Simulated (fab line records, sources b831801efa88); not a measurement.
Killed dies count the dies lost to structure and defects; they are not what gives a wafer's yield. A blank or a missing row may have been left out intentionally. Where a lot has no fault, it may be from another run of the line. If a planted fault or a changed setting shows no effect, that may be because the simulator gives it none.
The tool behind it: which one?	flow sky130	39 wafers from 13 lots sampled at 5 of the route's 708 steps

WHAT THE GAUGES SHOWED, per wafer
The record holds no reading of a measuring or inspecting step that can be judged against a usual standard deviation.

WHICH TOOL RAN EACH LOT (tool, then ch and the chambers of the sampled wafers, then the start)
lot	SKY_LI_CONTACT_SPUTTER_19	SKY_CONTACT_ETCH_17	SKY_METAL1_SPUTTER_04	SKY_VIA1_STRIP_16	SKY_PAD_OPEN_PROBE_99
L215	pvd sputter-02, day 29 15:13	rie diel-03 ch 1,2,3, day 32 01:14	pvd sputter-03, day 32 02:43	plasma asher-02 ch 0,1, day 34 09:22	-
L216	pvd sputter-04, day 29 16:01	rie diel-03 ch 0,1,2, day 32 02:25	pvd sputter-04, day 32 03:53	plasma asher-03 ch 0,1, day 34 10:49	-
L220	pvd sputter-02, day 31 07:43	rie diel-01 ch 1,2, day 33 16:38	pvd sputter-03, day 33 18:33	plasma asher-03 ch 0,1, day 36 01:26	-
L219	pvd sputter-01, day 31 08:13	rie diel-02 ch 1,3, day 33 17:16	pvd sputter-03, day 33 19:27	plasma asher-02 ch 0, day 36 01:47	-
L221	pvd sputter-02, day 31 08:41	rie diel-01 ch 1,2, day 33 17:28	pvd sputter-02, day 33 19:45	plasma asher-04 ch 0,1, day 36 01:52	-
L232	pvd sputter-02, day 35 02:35	rie diel-02 ch 2,3, day 37 09:32	pvd sputter-03, day 37 10:58	plasma asher-02 ch 0,1, day 39 15:48	-
L235	pvd sputter-02, day 35 21:39	rie diel-02 ch 0,3, day 38 04:07	pvd sputter-02, day 38 05:32	plasma asher-02 ch 0,1, day 40 09:22	-
L236	pvd sputter-02, day 36 03:25	rie diel-02 ch 0,1, day 38 10:10	pvd sputter-03, day 38 11:35	plasma asher-04 ch 0,1, day 40 14:59	-
L237	pvd sputter-02, day 36 13:15	rie diel-01 ch 1,3, day 38 20:16	pvd sputter-03, day 38 21:44	plasma asher-02 ch 0,1, day 41 00:26	-
L238	pvd sputter-01, day 36 17:07	rie diel-01 ch 1,2, day 38 22:49	pvd sputter-02, day 39 00:17	plasma asher-02 ch 0,1, day 41 03:26	-
L225	pvd sputter-04, day 38 04:56	rie diel-02 ch 0,1,3, day 40 12:58	pvd sputter-03, day 40 14:25	plasma asher-02 ch 0,1, day 42 20:17	prober-02, day 53 17:58
L226	pvd sputter-02, day 38 14:31	rie diel-02 ch 0,2,3, day 40 23:32	pvd sputter-02, day 41 00:58	plasma asher-02 ch 0,1, day 43 08:17	prober-01, day 54 03:44
L230	pvd sputter-04, day 39 19:50	rie diel-02 ch 0,1,2, day 42 03:31	pvd sputter-02, day 42 04:59	plasma asher-04 ch 0,1, day 44 10:29	prober-01, day 55 00:38
- SKY_LI_CONTACT_SPUTTER_19: material Ti, target thk 20 nm, time 106.37 s.
- SKY_CONTACT_ETCH_17: etches SiO2 in C4F8/O2/Ar, stops on Si3N4, target depth 340 nm.
- SKY_METAL1_SPUTTER_04: material TiN, target thk 70 nm, time 58.3 s.
- SKY_VIA1_STRIP_16: strips in O2/N2.
- SKY_PAD_OPEN_PROBE_99

WHAT THE TOOLS THEMSELVES READ (means of the sampled wafers that have a number; where no wafer has one, the mark that the record gives instead)
SKY_LI_CONTACT_SPUTTER_19. Usual: throttle valve pct reads 29.4 % (standard deviation 1.1).
lot	tool	throttle valve pct (%)	flag
L215	pvd sputter-02	28.9	
L216	pvd sputter-04	29.4	
L220	pvd sputter-02	28.9	
L219	pvd sputter-01	29.7	
L221	pvd sputter-02	29.0	
L232	pvd sputter-02	28.3	
L235	pvd sputter-02	29.6	
L236	pvd sputter-02	29.5	
L237	pvd sputter-02	29.0	
L238	pvd sputter-01	29.0	
L225	pvd sputter-04	30.5	
L226	pvd sputter-02	28.8	
L230	pvd sputter-04	29.5	

SKY_CONTACT_ETCH_17. Usual: oes product au reads 0.891 a.u. (standard deviation 0.0048).
lot	tool	oes product au (a.u.)	flag
L215	rie diel-03	0.889	
L216	rie diel-03	0.892	
L220	rie diel-01	0.890	
L219	rie diel-02	0.888	
L221	rie diel-01	0.890	
L232	rie diel-02	0.893	
L235	rie diel-02	0.895	
L236	rie diel-02	0.891	
L237	rie diel-01	0.889	
L238	rie diel-01	0.889	
L225	rie diel-02	0.895	
L226	rie diel-02	0.887	
L230	rie diel-02	0.887	

SKY_METAL1_SPUTTER_04. Usual: throttle valve pct reads 29.6 % (standard deviation 1.1).
lot	tool	throttle valve pct (%)	flag
L215	pvd sputter-03	29.5	
L216	pvd sputter-04	30.4	
L220	pvd sputter-03	29.6	
L219	pvd sputter-03	29.8	
L221	pvd sputter-02	28.6	
L232	pvd sputter-03	29.1	
L235	pvd sputter-02	29.0	
L236	pvd sputter-03	29.9	
L237	pvd sputter-03	29.7	
L238	pvd sputter-02	28.9	
L225	pvd sputter-03	29.5	
L226	pvd sputter-02	29.4	
L230	pvd sputter-02	29.4	

SKY_VIA1_STRIP_16. Usual: drypump motor current A 5.9 A, standard deviation 0.37; oes product au 0.415 a.u., standard deviation 0.0047; strip time to endpoint s 4.456 s, standard deviation 0.017.
lot	tool	drypump motor current A (A)	oes product au (a.u.)	strip time to endpoint s (s)	flag
L215	plasma asher-02	6.1	0.417	4.455	
L216	plasma asher-03	5.4	0.420	4.448	
L220	plasma asher-03	5.4	0.416	4.455	
L219	plasma asher-02	6.4	0.417	4.453	
L221	plasma asher-04	5.7	0.416	4.436	
L232	plasma asher-02	6.3	0.419	4.462	
L235	plasma asher-02	6.2	0.414	4.457	
L236	plasma asher-04	5.7	0.416	4.450	
L237	plasma asher-02	6.1	0.413	4.452	
L238	plasma asher-02	6.2	0.419	4.464	
L225	plasma asher-02	6.1	0.415	4.466	
L226	plasma asher-02	6.1	0.424	4.448	
L230	plasma asher-04	5.6	0.419	4.457	

SKY_PAD_OPEN_PROBE_99. Usual: killed_at_M0_to_M3 44, standard deviation 8.6; killed_at_M4_up 3.4, standard deviation 1.9; killed at contacts 23, standard deviation 5.7; killed at front end 15, standard deviation 4.5; killed at other 0.4, standard deviation 0.62; killed dies 86, standard deviation 11; killed open 46, standard deviation 7.6; killed short 39, standard deviation 6.3.
lot	tool	killed_at_M0_to_M3	killed_at_M4_up	killed at contacts	killed at front end	killed at other	killed dies	killed open	killed short	flag
L225	prober-02	39	2.0	25	22	0.3	89	53	36	
L226	prober-01	42	4.3	26	15	0.0	88	44	42	
L230	prober-01	35	3.7	20	16	1.0	75	40	34	

THE ANSWER, worked out from the rows above alone
Rule: lot off if the mean of its wafers having a number is beyond 3 standard deviations from the usual mean. Also off: a lot with no number at a reading for which 4 or more lots have one. Any other lot the step has rows for is counted as sound. The gauges are gone through in route order, then the tools' own readings, and for those a lot's mean is taken as printed above. The first step at which some lot is off is used, and at that step the reading that is off furthest; a lot without a number counts as furthest.
None of the lots is off at any reading shown; this tells nothing.

WHAT THE SIMULATOR PUT IN
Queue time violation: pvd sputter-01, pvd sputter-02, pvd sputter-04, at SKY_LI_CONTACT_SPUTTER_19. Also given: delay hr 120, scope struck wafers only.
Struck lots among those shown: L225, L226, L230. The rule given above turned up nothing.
